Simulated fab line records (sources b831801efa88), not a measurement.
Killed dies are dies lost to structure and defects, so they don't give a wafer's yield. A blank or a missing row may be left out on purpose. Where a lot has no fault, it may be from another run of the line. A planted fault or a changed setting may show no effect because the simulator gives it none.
A sampling plan put to the test	flow gf180mcu	one fab line, 51 faults that these records tell of, each judged on the records of the lots that it struck
The line's own looks make up the plan; these are the steps of the route where a gauge or inspection reads the wafer and leaves it unchanged. A look can be judged if struck wafers have a number there and the file gives its usual mean and standard deviation on fault-free wafers. Caught: the struck wafers' mean, at a look after the fault's first step, is 4 or more of those standard deviations (sigma) away from the usual mean. On the tool: the identical test, applied to the tool's own readings at the steps of the fault. Caught also covers a different recipe on the struck wafers, or a record left blank for those wafers only.

== THE FAULTS, as the simulator had put them in ==
1. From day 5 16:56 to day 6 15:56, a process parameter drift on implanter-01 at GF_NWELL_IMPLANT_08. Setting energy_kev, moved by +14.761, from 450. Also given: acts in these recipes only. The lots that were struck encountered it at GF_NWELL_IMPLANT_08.
2. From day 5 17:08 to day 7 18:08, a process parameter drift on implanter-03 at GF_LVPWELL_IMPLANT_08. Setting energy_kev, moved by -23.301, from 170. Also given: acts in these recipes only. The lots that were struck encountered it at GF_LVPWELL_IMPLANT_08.
3. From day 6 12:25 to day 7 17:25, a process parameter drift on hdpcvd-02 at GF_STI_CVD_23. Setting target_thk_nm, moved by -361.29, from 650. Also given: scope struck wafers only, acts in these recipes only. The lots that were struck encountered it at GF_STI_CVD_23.
4. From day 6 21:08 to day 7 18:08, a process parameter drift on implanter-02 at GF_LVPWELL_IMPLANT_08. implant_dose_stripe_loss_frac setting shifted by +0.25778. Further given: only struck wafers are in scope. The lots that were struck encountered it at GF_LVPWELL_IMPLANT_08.
5. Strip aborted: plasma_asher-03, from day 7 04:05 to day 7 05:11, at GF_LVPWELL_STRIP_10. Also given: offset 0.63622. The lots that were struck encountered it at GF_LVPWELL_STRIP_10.
6. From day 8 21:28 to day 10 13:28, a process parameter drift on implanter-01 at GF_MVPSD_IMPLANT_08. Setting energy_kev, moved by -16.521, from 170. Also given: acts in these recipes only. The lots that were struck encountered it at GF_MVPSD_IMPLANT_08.
7. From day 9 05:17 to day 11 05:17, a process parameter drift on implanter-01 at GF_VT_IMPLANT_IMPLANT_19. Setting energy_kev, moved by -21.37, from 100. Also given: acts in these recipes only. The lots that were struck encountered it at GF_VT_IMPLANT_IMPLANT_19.
8. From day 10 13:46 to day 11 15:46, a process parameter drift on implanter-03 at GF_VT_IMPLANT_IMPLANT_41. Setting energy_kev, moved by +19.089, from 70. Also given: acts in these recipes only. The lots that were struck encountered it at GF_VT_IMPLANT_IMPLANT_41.
9. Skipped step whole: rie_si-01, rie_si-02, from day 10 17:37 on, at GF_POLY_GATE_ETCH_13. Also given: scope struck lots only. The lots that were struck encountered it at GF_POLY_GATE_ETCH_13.
10. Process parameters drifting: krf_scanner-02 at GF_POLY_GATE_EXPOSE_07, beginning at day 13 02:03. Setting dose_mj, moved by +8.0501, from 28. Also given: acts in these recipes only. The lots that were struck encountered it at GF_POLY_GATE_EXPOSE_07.
11. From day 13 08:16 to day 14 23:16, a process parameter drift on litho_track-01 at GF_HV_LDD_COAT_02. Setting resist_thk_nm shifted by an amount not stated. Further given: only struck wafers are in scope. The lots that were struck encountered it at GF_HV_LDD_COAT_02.
12. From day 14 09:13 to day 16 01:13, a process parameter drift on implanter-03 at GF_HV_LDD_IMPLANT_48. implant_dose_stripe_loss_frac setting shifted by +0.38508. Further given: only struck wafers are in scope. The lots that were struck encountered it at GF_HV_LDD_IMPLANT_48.
13. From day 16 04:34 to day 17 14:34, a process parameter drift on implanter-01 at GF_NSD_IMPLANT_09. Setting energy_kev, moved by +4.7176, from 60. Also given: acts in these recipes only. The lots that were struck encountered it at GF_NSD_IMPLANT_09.
14. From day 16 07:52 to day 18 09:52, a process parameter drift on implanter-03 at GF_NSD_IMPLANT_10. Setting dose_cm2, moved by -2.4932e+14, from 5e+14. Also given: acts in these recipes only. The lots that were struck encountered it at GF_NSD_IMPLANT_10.
15. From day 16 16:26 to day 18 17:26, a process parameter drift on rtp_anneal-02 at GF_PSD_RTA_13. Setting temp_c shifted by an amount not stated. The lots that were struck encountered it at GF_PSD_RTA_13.
16. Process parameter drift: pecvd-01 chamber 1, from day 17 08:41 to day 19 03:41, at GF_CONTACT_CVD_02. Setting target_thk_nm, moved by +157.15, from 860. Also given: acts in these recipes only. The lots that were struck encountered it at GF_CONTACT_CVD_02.
17. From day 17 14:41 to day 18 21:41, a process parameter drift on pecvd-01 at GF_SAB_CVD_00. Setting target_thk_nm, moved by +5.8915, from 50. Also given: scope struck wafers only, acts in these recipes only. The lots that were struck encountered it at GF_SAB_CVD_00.
18. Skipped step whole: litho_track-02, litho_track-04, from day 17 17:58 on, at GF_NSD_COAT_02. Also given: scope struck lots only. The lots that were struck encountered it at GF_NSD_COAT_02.
19. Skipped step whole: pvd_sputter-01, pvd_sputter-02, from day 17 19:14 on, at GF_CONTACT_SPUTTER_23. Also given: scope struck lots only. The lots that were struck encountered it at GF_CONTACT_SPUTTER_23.
20. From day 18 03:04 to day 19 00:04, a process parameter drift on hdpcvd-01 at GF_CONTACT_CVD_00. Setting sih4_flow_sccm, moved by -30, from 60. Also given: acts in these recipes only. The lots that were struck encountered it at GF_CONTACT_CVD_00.
21. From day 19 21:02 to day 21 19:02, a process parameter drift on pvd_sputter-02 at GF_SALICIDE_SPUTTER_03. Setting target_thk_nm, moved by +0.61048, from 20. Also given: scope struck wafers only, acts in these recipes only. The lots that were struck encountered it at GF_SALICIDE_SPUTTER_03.
22. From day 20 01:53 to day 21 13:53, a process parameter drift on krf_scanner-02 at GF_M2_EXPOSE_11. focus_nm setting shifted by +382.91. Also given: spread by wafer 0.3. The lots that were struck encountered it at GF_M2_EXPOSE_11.
23. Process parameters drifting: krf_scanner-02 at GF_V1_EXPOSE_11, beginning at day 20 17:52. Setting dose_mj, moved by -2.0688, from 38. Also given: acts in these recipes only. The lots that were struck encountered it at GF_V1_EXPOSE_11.
24. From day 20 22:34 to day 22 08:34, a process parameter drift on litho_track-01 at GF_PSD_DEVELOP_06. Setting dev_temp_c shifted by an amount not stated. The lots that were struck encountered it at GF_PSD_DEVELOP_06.
25. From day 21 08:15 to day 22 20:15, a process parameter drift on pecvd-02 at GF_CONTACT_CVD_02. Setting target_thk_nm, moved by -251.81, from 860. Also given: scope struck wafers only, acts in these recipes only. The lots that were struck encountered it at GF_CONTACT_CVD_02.
26. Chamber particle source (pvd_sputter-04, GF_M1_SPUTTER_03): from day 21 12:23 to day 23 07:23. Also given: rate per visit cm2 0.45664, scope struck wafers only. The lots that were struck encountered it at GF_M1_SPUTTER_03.
27. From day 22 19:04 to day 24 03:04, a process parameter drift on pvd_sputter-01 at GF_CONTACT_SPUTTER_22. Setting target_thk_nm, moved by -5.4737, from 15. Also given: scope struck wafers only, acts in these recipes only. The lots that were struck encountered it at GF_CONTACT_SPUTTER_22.
28. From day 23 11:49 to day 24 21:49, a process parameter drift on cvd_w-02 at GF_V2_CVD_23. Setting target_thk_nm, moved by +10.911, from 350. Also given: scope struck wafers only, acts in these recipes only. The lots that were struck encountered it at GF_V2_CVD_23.
29. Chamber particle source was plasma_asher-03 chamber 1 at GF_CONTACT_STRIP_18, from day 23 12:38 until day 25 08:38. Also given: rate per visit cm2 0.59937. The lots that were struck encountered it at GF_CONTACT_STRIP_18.
30. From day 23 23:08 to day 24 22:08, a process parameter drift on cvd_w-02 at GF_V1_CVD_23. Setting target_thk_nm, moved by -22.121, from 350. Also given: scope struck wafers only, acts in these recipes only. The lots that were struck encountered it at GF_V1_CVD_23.
31. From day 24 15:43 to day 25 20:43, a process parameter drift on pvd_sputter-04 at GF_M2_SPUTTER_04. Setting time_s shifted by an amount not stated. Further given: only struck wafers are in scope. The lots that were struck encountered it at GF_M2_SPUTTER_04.
32. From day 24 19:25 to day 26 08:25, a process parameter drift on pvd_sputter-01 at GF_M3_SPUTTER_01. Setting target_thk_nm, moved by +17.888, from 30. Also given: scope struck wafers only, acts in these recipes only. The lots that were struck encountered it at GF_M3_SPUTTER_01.
33. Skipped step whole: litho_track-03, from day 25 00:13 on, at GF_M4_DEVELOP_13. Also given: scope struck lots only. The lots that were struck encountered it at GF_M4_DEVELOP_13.
34. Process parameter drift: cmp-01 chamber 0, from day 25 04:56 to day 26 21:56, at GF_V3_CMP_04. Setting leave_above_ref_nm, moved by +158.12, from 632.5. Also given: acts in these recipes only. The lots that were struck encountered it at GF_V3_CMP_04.
35. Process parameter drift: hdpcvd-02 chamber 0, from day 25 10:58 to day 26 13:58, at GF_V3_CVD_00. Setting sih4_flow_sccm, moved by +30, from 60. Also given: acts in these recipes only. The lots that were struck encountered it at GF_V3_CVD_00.
36. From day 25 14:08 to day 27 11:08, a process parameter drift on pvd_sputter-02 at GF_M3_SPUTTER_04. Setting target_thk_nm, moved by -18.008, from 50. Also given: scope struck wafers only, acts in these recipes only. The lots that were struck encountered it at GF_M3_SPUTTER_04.
37. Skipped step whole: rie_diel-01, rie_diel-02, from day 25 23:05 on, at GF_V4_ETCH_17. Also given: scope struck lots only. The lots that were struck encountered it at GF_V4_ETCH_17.
38. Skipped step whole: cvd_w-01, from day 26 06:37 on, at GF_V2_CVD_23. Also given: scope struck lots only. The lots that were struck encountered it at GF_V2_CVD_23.
39. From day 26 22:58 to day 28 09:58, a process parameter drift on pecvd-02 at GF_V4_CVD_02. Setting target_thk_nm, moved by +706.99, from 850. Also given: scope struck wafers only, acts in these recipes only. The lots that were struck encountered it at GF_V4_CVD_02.
40. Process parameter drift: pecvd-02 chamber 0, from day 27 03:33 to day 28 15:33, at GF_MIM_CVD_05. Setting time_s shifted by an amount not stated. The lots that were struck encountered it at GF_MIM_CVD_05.
41. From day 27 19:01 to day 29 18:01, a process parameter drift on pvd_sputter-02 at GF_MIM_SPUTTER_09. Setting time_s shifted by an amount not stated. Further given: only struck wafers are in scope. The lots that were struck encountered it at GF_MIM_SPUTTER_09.
42. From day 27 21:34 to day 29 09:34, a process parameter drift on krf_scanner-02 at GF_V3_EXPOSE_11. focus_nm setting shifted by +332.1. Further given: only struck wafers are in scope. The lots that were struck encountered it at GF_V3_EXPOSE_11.
43. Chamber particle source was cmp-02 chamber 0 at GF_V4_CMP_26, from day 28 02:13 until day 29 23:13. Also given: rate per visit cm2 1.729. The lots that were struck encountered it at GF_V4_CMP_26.
44. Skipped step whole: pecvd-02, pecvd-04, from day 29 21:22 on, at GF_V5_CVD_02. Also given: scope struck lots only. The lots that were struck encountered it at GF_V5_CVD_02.
45. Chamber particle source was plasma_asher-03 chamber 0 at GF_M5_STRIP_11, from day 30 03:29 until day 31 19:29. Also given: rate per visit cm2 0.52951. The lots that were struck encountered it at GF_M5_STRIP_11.
46. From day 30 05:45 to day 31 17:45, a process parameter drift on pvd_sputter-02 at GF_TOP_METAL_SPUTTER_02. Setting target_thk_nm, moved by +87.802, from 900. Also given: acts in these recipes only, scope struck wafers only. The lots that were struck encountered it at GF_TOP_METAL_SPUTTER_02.
47. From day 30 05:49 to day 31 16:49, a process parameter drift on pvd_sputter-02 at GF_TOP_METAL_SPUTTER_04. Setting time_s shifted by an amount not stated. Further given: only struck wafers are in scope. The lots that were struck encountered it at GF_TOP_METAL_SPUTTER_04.
48. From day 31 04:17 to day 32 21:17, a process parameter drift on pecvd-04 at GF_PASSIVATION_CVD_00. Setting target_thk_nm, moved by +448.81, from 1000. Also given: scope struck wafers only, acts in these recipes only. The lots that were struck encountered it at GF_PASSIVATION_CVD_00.
49. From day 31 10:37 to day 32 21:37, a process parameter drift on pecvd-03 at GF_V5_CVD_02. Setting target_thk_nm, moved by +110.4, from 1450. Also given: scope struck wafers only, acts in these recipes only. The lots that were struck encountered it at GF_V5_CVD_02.
50. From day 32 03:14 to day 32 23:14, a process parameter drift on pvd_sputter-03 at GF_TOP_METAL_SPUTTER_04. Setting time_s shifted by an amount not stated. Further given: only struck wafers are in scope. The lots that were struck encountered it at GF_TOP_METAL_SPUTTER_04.
51. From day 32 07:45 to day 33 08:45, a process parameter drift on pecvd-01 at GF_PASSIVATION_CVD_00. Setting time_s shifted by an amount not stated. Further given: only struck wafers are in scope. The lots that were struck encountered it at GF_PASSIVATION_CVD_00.

== WHAT THE PLAN SAW ==
fault	on the tool itself	first look that catches it	reading, sigma	median hours from its first step to that look	hours from the fault's start to the first struck lot there	judged looks passed uncaught
1	beam_energy_keV +99 or beyond sigma	no look after it can be judged	-	-	-	0
2	beam_energy_keV -99 or beyond sigma	GF_VT_IMPLANT_RS_MEAS_48	LVPWELL_RS +10	100.9	106	0
3	under 2 sigma	GF_STI_THK_MEAS_24	STI_CVD_23_THK -49	0.1	5	0
4	no reading that can be judged	GF_VT_IMPLANT_RS_MEAS_48	LVPWELL_RS +5.5	105.5	115	2
5	oes_product_au +49 sigma	GF_MVSD_TW_MEAS_11	MVSD_TW -53	16.2	17	0
6	beam_energy_keV -99 or beyond sigma	GF_VT_IMPLANT_RS_MEAS_49	MVPSD_RS +8.0	75.8	79	1
7	beam_energy_keV -99 or beyond sigma	GF_VT_IMPLANT_TW_MEAS_21	VT_IMPLANT_2_TW -8.7	0.2	3	0
8	beam_energy_keV +99 or beyond sigma	GF_VT_IMPLANT_TW_MEAS_43	VT_IMPLANT_4_TW +8.4	0.2	6	0
9	the tool's record is blank for the struck wafers	no look after it can be judged	-	-	-	0
10	exposure_dose_mJ_cm2 +99 or beyond sigma	GF_POLY_GATE_CD_MEAS_10	cd_nm -22	10.1	12	0
11	no reading that can be judged	GF_HV_LDD_CD_MEAS_07	cd_nm +6.3	11.0	23	0
12	under 2 sigma	no look after it can be judged	-	-	-	0
13	beam_energy_keV +99 or beyond sigma	GF_PSD_RS_MEAS_14	NSD_RS -14	23.2	31	0
14	dose_ions_cm2 -99 or beyond sigma	GF_PSD_RS_MEAS_14	NSD_RS +32	23.9	40	0
15	wafer_temp_C_max +23 sigma	GF_PSD_RS_MEAS_14	NSD_RS -54	0.1	3	0
16	under 2 sigma	GF_CONTACT_THK_MEAS_03	CONTACT_CVD_02_THK +13	0.1	26	0
17	under 2 sigma	GF_SAB_THK_MEAS_01	SAB_CVD_00_THK +8.1	0.0	3	0
18	the tool's record is blank for the struck wafers	GF_PSD_TW_MEAS_11	PSD_TW +42	36.1	37	0
19	the tool's record is blank for the struck wafers	no look after it can be judged	-	-	-	0
20	sih4_flow_sccm -99 or beyond sigma	GF_CONTACT_THK_MEAS_01	CONTACT_CVD_00_THK -41	0.1	8	0
21	under 2 sigma	not the one look that can be judged after it	-	-	-	1
22	under 2 sigma	GF_M2_CD_MEAS_14	cd_nm -34	11.8	17	0
23	exposure_dose_mJ_cm2 -38 sigma	GF_V1_CD_MEAS_14	cd_nm -5.1	11.6	20	0
24	developer_temp_C +23 sigma	none of the 2 looks that can be judged after it	strongest: cd_nm at GF_PSD_CD_MEAS_07, -2.6	-	-	2
25	under 2 sigma	GF_CONTACT_THK_MEAS_03	CONTACT_CVD_02_THK -21	0.1	3	0
26	under 2 sigma	none of the 7 looks that can be judged after it	-	-	-	7
27	under 2 sigma	no look after it can be judged	-	-	-	0
28	under 2 sigma	not the one look that can be judged after it	strongest: V2_W_RS at GF_V2_RS_MEAS_24, -2.9	-	-	1
29	under 2 sigma	none of the 2 looks that can be judged after it	-	-	-	2
30	under 2 sigma	GF_V1_RS_MEAS_24	V1_W_RS +5.7	0.1	8	0
31	under 2 sigma	none of the 7 looks that can be judged after it	-	-	-	7
32	under 2 sigma	no look after it can be judged	-	-	-	0
33	no reading that can be judged	no look after it can be judged	-	-	-	0
34	time_to_endpoint_s -10 sigma	not the one look that can be judged after it	-	-	-	1
35	sih4_flow_sccm +99 or beyond sigma	GF_V3_THK_MEAS_01	V3_CVD_00_THK +37	0.1	22	0
36	under 2 sigma	not the one look that can be judged after it	-	-	-	1
37	the tool's record is blank for the struck wafers	no look after it can be judged	-	-	-	0
38	the tool's record is blank for the struck wafers	GF_V2_RS_MEAS_24	V2_W_RS +99 or beyond	0.2	3	0
39	under 2 sigma	GF_V4_THK_MEAS_03	V4_CVD_02_THK +57	0.1	3	0
40	run_length_s +11 sigma	GF_MIM_THK_MEAS_06	MIM_CVD_05_THK +14	0.0	32	0
41	under 2 sigma	not the one look that can be judged after it	strongest: MIM_ALCU_RS at GF_MIM_RS_MEAS_10, +2.2	-	-	1
42	under 2 sigma	GF_V3_CD_MEAS_14	cd_nm +5.8	9.9	13	0
43	only faintly: motor_current_A +2.1 sigma	none of the 2 looks that can be judged after it	-	-	-	2
44	the tool's record is blank for the struck wafers	not the one look that can be judged after it	-	-	-	1
45	under 2 sigma	no look after it can be judged	-	-	-	0
46	under 2 sigma	GF_TOP_METAL_RS_MEAS_05	TOP_METAL_ALCU_RS -9.3	0.1	29	0
47	under 2 sigma	none of the 4 looks that can be judged after it	strongest: TOP_METAL_ALCU_THK at GF_TOP_METAL_THK_MEAS_06, +2.1	-	-	4
48	under 2 sigma	GF_PASSIVATION_THK_MEAS_01	PASSIVATION_CVD_00_THK +34	0.1	25	0
49	under 2 sigma	GF_V5_THK_MEAS_03	V5_CVD_02_THK +7.2	0.1	13	0
50	under 2 sigma	none of the 4 looks that can be judged after it	-	-	-	4
51	run_length_s +34 sigma	GF_PASSIVATION_THK_MEAS_01	PASSIVATION_CVD_00_THK +11	0.1	2	0
Dash: fault not caught, or number not given in these records.

Caught at a look: 29 of 51. Caught on the tool: 23 of 51. By one or the other: 36 of 51.
Faults caught by the tool alone: 1, 9, 19, 24, 34, 37, 44.
Caught at a look alone: faults 3, 4, 11, 16, 17, 22, 25, 30, 39, 42, 46, 48, 49.
Caught by neither: faults 12, 21, 26, 27, 28, 29, 31, 32, 33, 36, 41, 43, 45, 47, 50.

== THINNER SAMPLING ==
Were the look that catches a fault to measure just every second or every third lot (counted by lot number), the first struck lot would, at worst, be measured this late:
fault	struck lots at that look, in order of time	every lot	every second lot	every third lot
2	L897, L900	106 h	123 h	may miss all 2
3	L862	5 h	may miss it	may miss it
4	L445, L446	115 h	127 h	may miss all 2
5	L260	17 h	may miss it	may miss it
6	L474, L477, L479	79 h	99 h	may miss all 3
7	L857, L859, L861	3 h	may miss all 3	33 h
8	L398, L401	6 h	26 h	may miss all 2
10	L741, L742, L743, L744	12 h	25 h	33 h
11	L772, L775	23 h	44 h	may miss all 2
13	L362, L365	31 h	56 h	may miss all 2
14	L701, L704	40 h	71 h	may miss all 2
15	L118, L121	3 h	32 h	may miss all 2
16	L896, L897	26 h	33 h	may miss all 2
17	L315, L316	3 h	10 h	may miss all 2
18	L660, L661	37 h	41 h	may miss all 2
20	L662, L663	8 h	15 h	may miss all 2
22	L546, L547	17 h	24 h	may miss all 2
23	L443, L446, L447, L452	20 h	46 h	may miss all 4
25	L218, L219	3 h	9 h	may miss all 2
30	L767, L768, L769	8 h	13 h	19 h
35	L300	22 h	may miss it	may miss it
38	L882, L883	3 h	10 h	may miss all 2
39	L977, L979	3 h	may miss all 2	may miss all 2
40	L275	32 h	may miss it	may miss it
42	L885, L886	13 h	19 h	may miss all 2
46	L723, L724	29 h	30 h	may miss all 2
48	L534	25 h	may miss it	may miss it
49	L444, L445	13 h	18 h	may miss all 2
51	L886	2 h	may miss it	may miss it
Hours count from the start of the fault until the first struck lot that is measured. The limit of 4 sigma was tested on all struck wafers together, so one lot alone may lie under it. Other struck lots may not be in these records.

== THE LONGEST TIMED WAY FROM STEP TO LOOK ==
For fault 4, GF_LVPWELL_IMPLANT_08 and GF_VT_IMPLANT_RS_MEAS_48 are separated by a median of 105.5 hours. The looks between them that can be judged stayed within 4 sigma: GF_VT_IMPLANT_OVL_MEAS_40, GF_VT_IMPLANT_RS_MEAS_46.
